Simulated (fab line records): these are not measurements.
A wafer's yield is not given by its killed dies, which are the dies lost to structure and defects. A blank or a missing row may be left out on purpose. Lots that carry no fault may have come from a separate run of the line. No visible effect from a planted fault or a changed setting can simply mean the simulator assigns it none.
One fault through the eyes of 2 desks :: flow sky130 :: each desk has only its own numbers; what lay behind them comes last

METROLOGY DESK
What the gauges read, lot by lot, whatever tool the lot ran on: means of the sampled wafers that have a number. Marked OUT: a lot whose mean sits more than 4 standard deviations from the usual mean, which makes it out of limits; the brackets give that distance.
Columns: A = PAD_OPEN_BOW at SKY_PAD_OPEN_BOW_MEAS_13, usual 49 um
lot: L334
first seen here: day 45 21:39
A: 45

lot: L336
first seen here: day 46 17:09
A: 39

lot: L337
first seen here: day 46 18:43
A: 62

lot: L341
first seen here: day 48 07:59
A: 48

lot: L345
first seen here: day 49 05:57
A: 51

lot: L346
first seen here: day 49 09:12
A: 45

lot: L347
first seen here: day 49 11:40
A: 44

lot: L348
first seen here: day 49 16:31
A: 52

lot: L351
first seen here: day 49 23:12
A: 51

lot: L352
first seen here: day 50 08:01
A: 55

lot: L353
first seen here: day 50 09:26
A: 54

lot: L354
first seen here: day 50 13:23
A: 55

lot: L356
first seen here: day 50 21:16
A: 42
Finding of this desk: none of the 13 lots has anything out of limits.

TOOL OWNER'S DESK, rieDiel-03
The tool's own readings at SKY_POLY_CUT_ETCH_11 (etches Si3N4 in CF4/CH2F2/Ar, stops on poly-Si, time 42.5 s, target depth 60 nm): means of the sampled wafers that have a number, for each lot that ran on this tool. Marked OUT: a lot whose mean sits more than 4 standard deviations from the usual mean, which makes it out of limits; the brackets give that distance.
Columns: A = drypumpMotorCurrentA at SKY_POLY_CUT_ETCH_11, usual 5.6 A; B = oesProductAu at SKY_POLY_CUT_ETCH_11, usual 0.831 a.u.; C = throttleValvePct at SKY_POLY_CUT_ETCH_11, usual 14.995 %
lot: L336
first seen here: day 25 16:04
A: 5.5
B: 0.830
C: 14.998

lot: L341
first seen here: day 27 22:34
A: 6.0
B: 0.817
C: 14.996

lot: L352
first seen here: day 30 22:49
A: 5.7
B: 0.830
C: 14.991

lot: L353
first seen here: day 31 00:29
A: 5.5
B: 0.831
C: 15.002

lot: L356
first seen here: day 31 21:55
A: 5.5
B: 0.829
C: 14.998
Finding of this desk: none of the 5 lots has anything out of limits.

PUT TOGETHER
Metrology desk: nothing out of limits seen.
The desk of the tool owner found nothing out of limits.

WHAT WAS PUT IN BY THE SIMULATOR
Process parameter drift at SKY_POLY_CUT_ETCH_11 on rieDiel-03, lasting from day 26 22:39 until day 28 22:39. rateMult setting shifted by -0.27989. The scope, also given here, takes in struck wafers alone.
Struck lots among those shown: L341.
